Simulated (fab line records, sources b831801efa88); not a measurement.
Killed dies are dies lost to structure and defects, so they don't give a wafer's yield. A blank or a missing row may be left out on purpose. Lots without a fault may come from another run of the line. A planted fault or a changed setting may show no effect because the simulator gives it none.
Problem report in the 8D (eight disciplines) form, filled by code | flow sfq_line | the parts of the form that need people (team, actions taken, sign-off) are left out

1. THE PROBLEM
rf_fwd_power_W at SFQ_TRILAYER_I3_DEP_PECVD_081 reads a mean of 255.8 W on 6 wafers of 2 lots; wafers without a fault read 182.4 W with a standard deviation of 0.64. That is +99 or more standard deviations from the usual mean.
The step: deposits SiO2 from SiH4/N2O, time 111.11 s, target thk 500 nm.
First seen on wafer L564.3, day 51 19:32, on pecvd-04. The record holds 42 wafers of 14 lots with a number at this step. Rule for "out", or "out of limits": more than 4 standard deviations from the usual mean. The other wafers with a number count as sound.

2. WHAT IT IS AND WHAT IT IS NOT
question                    | is                     | is not
which readings at this step | rf_fwd_power_W         | throttle_valve_pct
which lots                  | L564, L565             | L552, L553, L554, L556, L557, L568, L570, L571, L572, L573, L574, L575
which wafers of those lots  | all that have a number | -
read on which tools         | pecvd-04               | pecvd-02, pecvd-03
when                        | from day 51 19:32      | up to then (15 sound wafers); but 21 sound wafers of L568, L570, L571, L572, L573, L574, L575 came after

3. SUSPECTS, AND WHAT RULES EACH OUT
Counting: a tool at a process step up to the reading stays a suspect if it ran every lot that is out and no sound lot after the first of them.
- pecvd-04 at SFQ_TRILAYER_I3_DEP_PECVD_081 (deposits SiO2 from SiH4/N2O, time 111.11 s, target thk 500 nm): ruled out as a lasting fault. Sound lots L570, L573 ran on it after its first lot that is out, L564 (day 51 19:32).
Left after counting: nothing in the record.

4. THE CAUSE (what the simulator had put in)
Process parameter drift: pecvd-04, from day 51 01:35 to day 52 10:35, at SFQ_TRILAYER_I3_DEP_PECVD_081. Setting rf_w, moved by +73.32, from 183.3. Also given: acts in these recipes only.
Counting ruled it out, wrongly.

5. THE CHAIN OF EFFECTS, in route order
Each row: a reading whose mean over the struck wafers that have a number lies more than 3 standard deviations from the usual. Only readings for which the record gives a usual standard deviation are gone through. hours: the time from each lot's start at the first step in this table that gives one to its start at this step, as a median over the lots. sigmas: the change in usual standard deviations.
hours | step                          | reading            | usual   | on struck wafers | change | sigmas
0     | SFQ_TRILAYER_I3_DEP_PECVD_081 | rf_fwd_power_W     | 182.4 W | 255.8            | +73.4  | +99 or more
0     | SFQ_TRILAYER_I3_CMP_CMP_082   | time_to_endpoint_s | 212 s   | 254              | +42    | +6.3
The process steps in it:
- SFQ_TRILAYER_I3_DEP_PECVD_081: deposits SiO2 from SiH4/N2O, time 111.11 s, target thk 500 nm.
- SFQ_TRILAYER_I3_CMP_CMP_082: polishes SiO2.

6. WHAT WOULD HAVE CAUGHT IT SOONER
In this record the first reading out of limits was taken at day 51 19:32, 18 hours after the fault began at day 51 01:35.
